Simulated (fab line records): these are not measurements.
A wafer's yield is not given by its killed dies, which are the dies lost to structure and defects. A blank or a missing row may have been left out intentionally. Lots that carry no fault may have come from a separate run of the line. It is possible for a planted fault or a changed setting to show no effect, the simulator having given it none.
Comparing a struck lot with a sound one ; flow sky130 ; 17 out of 708 route steps
Sound: wafers L149.2, L149.3, L149.6. Wafers struck: L155.1, L155.2, L155.6. The cause comes at the end.
At each step with rows: each side's tool, then ch and its chambers, then its first start. Under that, the readings that differ: sound wafers ; struck wafers ; difference of the means ; sigmas: that difference in standard deviations of wafers without a fault.
alike: same words and numbers on both sides, and readings whose means sit less than 2 such deviations apart. not compared: any withheld reading, any reading some wafer has no value for, any bound like >300 that may hide the same value, and any number with overlapping values for which the record gives no deviation.
Wherever a step has rows on one side only, a row that says differs or no value, or a row with sigmas, the two part there. When numbers do not overlap yet have no deviation, they are printed without sigmas and do not part them. A reading that every wafer of one side lacks parts them only if that side has two wafers or more.

SKY_VIA1_CMP_02: polishes SiO2.
  sound on cmp-02 ch 1,3, day 33 22:00; struck on cmp-01 ch 1,2, day 36 05:49
  alike: edge-zone-pressure-frac, head-pressure-psi, motor-current-A, slurry-filter-dp-kPa
SKY_VIA1_BOW_MEAS_03:
  struck on film-metro-01, day 36 06:04; sound on film-metro-04, day 33 22:19
  alike: VIA1_BOW
then, 8 steps without rows for these wafers: SKY_VIA1_DEHYDRATE_04 (time 60 s); SKY_VIA1_HMDS_05 (prime time 60 s); SKY_VIA1_COAT_06 (resist thk 60 nm); SKY_VIA1_COAT_07 (resist thk 450 nm); SKY_VIA1_SOFTBAKE_08 (time 90 s); SKY_VIA1_EXPOSE_09 (exposes mask VIM, target cd 150 nm); SKY_VIA1_PEB_10; SKY_VIA1_DEVELOP_11 (develop time 60 s).
SKY_VIA1_CD_MEAS_12: the cd target is 150 nm.
  struck on cd-sem-01, day 37 08:23; sound on cd-sem-02, day 35 00:49
  alike: cd-nm
SKY_VIA1_OVL_MEAS_13:
  struck on overlay-02, day 37 08:30; sound on overlay-02, day 35 00:55
  alike: VIA1_OVL
SKY_VIA1_ETCH_14: etches BARC in N2/H2, stops on SiO2, time 45.9 s, target depth 60 nm.
  sound on rie-diel-03 ch 0,3, day 35 00:56; struck on rie-diel-04 ch 0,1,3, day 37 08:32
  no value came back on the struck wafers for any of 6 readings (bias-w (W), chamber-pressure-mTorr (mTorr) and others); on the sound wafers bias-w (W) reads 100.14 99.93 99.70
reading;sound;struck;difference;sigmas
model.KrF-thick_of_VIA1_COAT_07.thk-nm (nm);394.2 394.2 394.1;440.1 439.2 438.3;+45.0;
  not compared: rf-hours-counter-h
SKY_VIA1_ETCH_15: etches SiO2 in C4F8/O2/Ar, stops on TiN, target depth 351 nm, time 54 s.
  sound on rie-diel-03 ch 0,3, day 35 00:59; struck on rie-diel-04 ch 0,1,3, day 37 08:35
reading;sound;struck;difference;sigmas
oes-product-au (a.u.);0.978 0.980 0.981;0.374 0.367 0.374;-0.608;-99 or more
model.KrF-thick_of_VIA1_COAT_07.thk-nm (nm);324.7 325.1 324.3;369.6 368.3 368.8;+44.2;
  alike: bias-w, chamber-pressure-mTorr
  not compared: rf-hours-counter-h
SKY_VIA1_STRIP_16: strips in O2/N2.
  sound on plasma-asher-02 ch 0,1, day 35 01:02; struck on plasma-asher-01 ch 0,1, day 37 08:38
reading;sound;struck;difference;sigmas
oes-product-au (a.u.);0.408 0.424 0.410;0.442 0.432 0.440;+0.024;+5
strip-time-to-endpoint-s (s);4.490 4.488 4.481;4.944 4.934 4.938;+0.452;+21
  alike: drypump-motor-current-A
  not compared: rf-hours-counter-h
then, 1 step without rows for these wafers: SKY_VIA1_STRIP_17 (strips in post etch residue remover, time 1200 s).
-- the record jumps here: 11 days lie between the struck wafers' starts before and after (it left off in module VIA1 and takes up again in module PAD_OPEN, whose first step shown is number 708 of the route) --
SKY_PAD_OPEN_PROBE_99:
  struck on prober-02, day 48 10:26; sound on prober-01, day 46 13:32
reading;sound;struck;difference;sigmas
defect-limited-yield (%);83.1 82.1 80.9;0 0;-82;-46
killed_at_M0_to_M3;38 48 53;462 451;+410;+62
killed-dies;83 88 94;492 492;+404;+46
killed-on-rim;12 22 15;96 96;+80;+21
sort_bin_5_function (%);10.4 10.8 12.4;93.5 91.9;+81.5;+58
sort-n-pass;409 404 398;0 0;-404;-46
sort-yield-pct (%);83.1 82.1 80.9;0 0;-82;-46
  alike: killed_at_M4_up, killed-at-contacts, killed-at-front-end, killed-at-other, killed-open, killed-short, sort_bin_3_pad_short, sort_bin_6_memory

## WHERE THEY PART
Last at SKY_PAD_OPEN_PROBE_99 as far as this record goes, first at SKY_VIA1_ETCH_14.

WHY: what had been put in by the simulator
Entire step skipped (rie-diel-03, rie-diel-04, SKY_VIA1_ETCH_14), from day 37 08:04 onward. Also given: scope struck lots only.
